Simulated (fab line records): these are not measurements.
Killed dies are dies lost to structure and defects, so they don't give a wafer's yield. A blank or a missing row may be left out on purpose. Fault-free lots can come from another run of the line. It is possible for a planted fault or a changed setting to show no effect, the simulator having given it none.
The tool behind it: which one? | flow gf180mcu | Sampling: 12 lots, 36 wafers, 4 of 602 route steps

== WHAT THE GAUGES READ, wafer by wafer ==
GF_STI_THK_MEAS_04.
lot  | measured    | on            | STI_CVD_03_THK (nm)
L986 | day 1 20:10 | film_metro-01 | 207.8 206.6 207.1
L987 | day 1 23:59 | film_metro-02 | 209.2 207.1 206.4
L988 | day 2 09:03 | film_metro-04 | 414.0 415.1 416.2
L992 | day 3 00:34 | film_metro-02 | 205.5 205.7 206.1
L994 | day 3 14:22 | film_metro-02 | 417.6 417.0 418.6
L996 | day 3 21:05 | film_metro-01 | 208.9 209.0 208.5
L997 | day 4 01:43 | film_metro-01 | 207.3 206.5 207.6
L998 | day 4 06:34 | film_metro-01 | 207.2 207.7 209.0
L101 | day 4 21:44 | film_metro-01 | 210.4 209.2 211.1
L102 | day 5 03:58 | film_metro-01 | 206.4 207.3 207.5
L103 | day 5 08:17 | film_metro-02 | 206.8 206.9 207.2
L105 | day 5 17:35 | film_metro-01 | 206.5 208.2 206.3

GF_POLY_GATE_THK_MEAS_17.
lot  | measured     | on            | POLY_GATE_OXIDATION_THK (nm)
L986 | day 9 11:33  | film_metro-04 | 4.11 4.08 4.00
L987 | day 9 16:57  | film_metro-01 | 4.01 4.16 4.07
L992 | day 11 05:09 | film_metro-03 | 4.14 4.15 4.08
L996 | day 12 12:42 | film_metro-01 | 3.93 3.96 3.86
L997 | day 12 19:11 | film_metro-04 | 3.89 3.89 3.94
L998 | day 13 04:56 | film_metro-03 | 4.13 4.05 4.10
L101 | day 14 01:04 | film_metro-01 | 3.80 3.82 3.90
L102 | day 14 07:02 | film_metro-04 | 3.96 4.00 3.95
L103 | day 14 13:36 | film_metro-01 | 3.96 3.97 3.96
L105 | day 15 04:09 | film_metro-03 | 3.95 4.01 3.94

== WHAT TOOL EACH LOT RAN ON (gives the tool, then ch and the chambers of the sampled wafers, and finally the start) ==
lot  | GF_STI_CVD_03              | GF_STI_ETCH_13
L986 | lpcvd-01 ch 0, day 1 17:10 | rie_diel-03 ch 0,1,3, day 2 07:31
L987 | lpcvd-02 ch 1, day 1 21:59 | rie_diel-01 ch 0,2,3, day 2 11:34
L988 | lpcvd-02 ch 1, day 2 04:55 | rie_diel-01 ch 0,1,2, day 2 18:53
L992 | lpcvd-01 ch 1, day 2 22:34 | rie_diel-02 ch 1,2, day 3 12:02
L994 | lpcvd-02 ch 0, day 3 10:10 | rie_diel-01 ch 0,1,2, day 4 00:58
L996 | lpcvd-02 ch 0, day 3 19:05 | rie_diel-02 ch 0,1,2, day 4 10:22
L997 | lpcvd-01 ch 1, day 3 23:41 | rie_diel-03 ch 0,1, day 4 15:23
L998 | lpcvd-02 ch 0, day 4 04:34 | rie_diel-03 ch 1,2,3, day 4 20:19
L101 | lpcvd-01 ch 0, day 4 19:45 | rie_diel-01 ch 0,1,3, day 5 11:53
L102 | lpcvd-01 ch 0, day 5 01:58 | rie_diel-02 ch 0,1,2, day 5 17:34
L103 | lpcvd-01 ch 0, day 5 06:18 | rie_diel-02 ch 0,1,3, day 5 22:23
L105 | lpcvd-01 ch 0, day 5 15:34 | rie_diel-03 ch 2,3, day 6 08:19
- GF_STI_CVD_03: deposits Si3N4 from DCS/NH3, target thk 207.16 nm, time 3551 s.
- GF_STI_ETCH_13: etches the open film in CHF3/O2, stops on Si, target depth 282.31 nm, time 112.9 s.

== AS READ BY THE TOOLS THEMSELVES (means over the sampled wafers that have a number; for cases with no such wafer, the mark the record gives instead) ==
GF_STI_CVD_03.
lot  | tool     | spike_tc_top_C (C)
L986 | lpcvd-01 | 782
L987 | lpcvd-02 | 778
L988 | lpcvd-02 | 778
L992 | lpcvd-01 | 784
L994 | lpcvd-02 | 788
L996 | lpcvd-02 | 787
L997 | lpcvd-01 | 783
L998 | lpcvd-02 | 787
L101 | lpcvd-01 | 783
L102 | lpcvd-01 | 782
L103 | lpcvd-01 | 781
L105 | lpcvd-01 | 782

GF_STI_ETCH_13.
lot  | tool        | drypump_motor_current_A (A) | oes_product_au (a.u.) | rf_fwd_power_W (W) | throttle_valve_pct (%)
L986 | rie_diel-03 | 5.3                         | 0.836                 | 598.8              | 8.802
L987 | rie_diel-01 | 6.1                         | 0.832                 | 595.5              | 8.804
L988 | rie_diel-01 | 6.1                         | 1.009                 | 595.6              | 8.862
L992 | rie_diel-02 | 5.9                         | 0.831                 | 596.8              | 8.808
L994 | rie_diel-01 | 6.1                         | 0.996                 | 596.9              | 8.865
L996 | rie_diel-02 | 5.9                         | 0.837                 | 597.8              | 8.805
L997 | rie_diel-03 | 5.5                         | 0.834                 | 597.0              | 8.810
L998 | rie_diel-03 | 5.7                         | 0.835                 | 596.6              | 8.796
L101 | rie_diel-01 | 6.0                         | 0.838                 | 597.6              | 8.809
L102 | rie_diel-02 | 5.9                         | 0.838                 | 594.6              | 8.808
L103 | rie_diel-02 | 5.9                         | 0.832                 | 595.8              | 8.804
L105 | rie_diel-03 | 5.4                         | 0.829                 | 597.1              | 8.812

== THE ANSWER, worked out from the rows above alone ==
Rule: usual is defined by the lots themselves. Put in order of their means at a reading, lots are off if they are a third of the lots or fewer, leave a main group of 4 or more, and stand apart from it by a gap of 3 or more times the standard deviation of the main group's means; of several such gaps the widest counts. The tables above print the reading to a certain number of digits; a main group whose means all agree to those digits is not used. A lot without any number at a reading at which 4 lots or more have one is off too. Any other lot the step has rows for is counted as sound. The gauges are gone through in route order, then the tools' own readings, and for those a lot's mean is taken as printed above. The first step at which some lot is off is used, and at that step the reading that is off furthest; a lot without a number counts as furthest.
Off: L988, L994, at GF_STI_THK_MEAS_04 (STI_CVD_03_THK). For the main group the mean is 207.6 nm and the standard deviation 1.2.
A tool fits if, at a process step before that reading, it ran every lot that is off, and no sound lot after the first of them. Not tried: the gauges at GF_STI_THK_MEAS_04; whatever is off there is also off at GF_STI_ETCH_13, on other tools, and gauge error can't account for it. Not one of the candidates tried fits.

== WHAT THE SIMULATOR HAD INSERTED ==
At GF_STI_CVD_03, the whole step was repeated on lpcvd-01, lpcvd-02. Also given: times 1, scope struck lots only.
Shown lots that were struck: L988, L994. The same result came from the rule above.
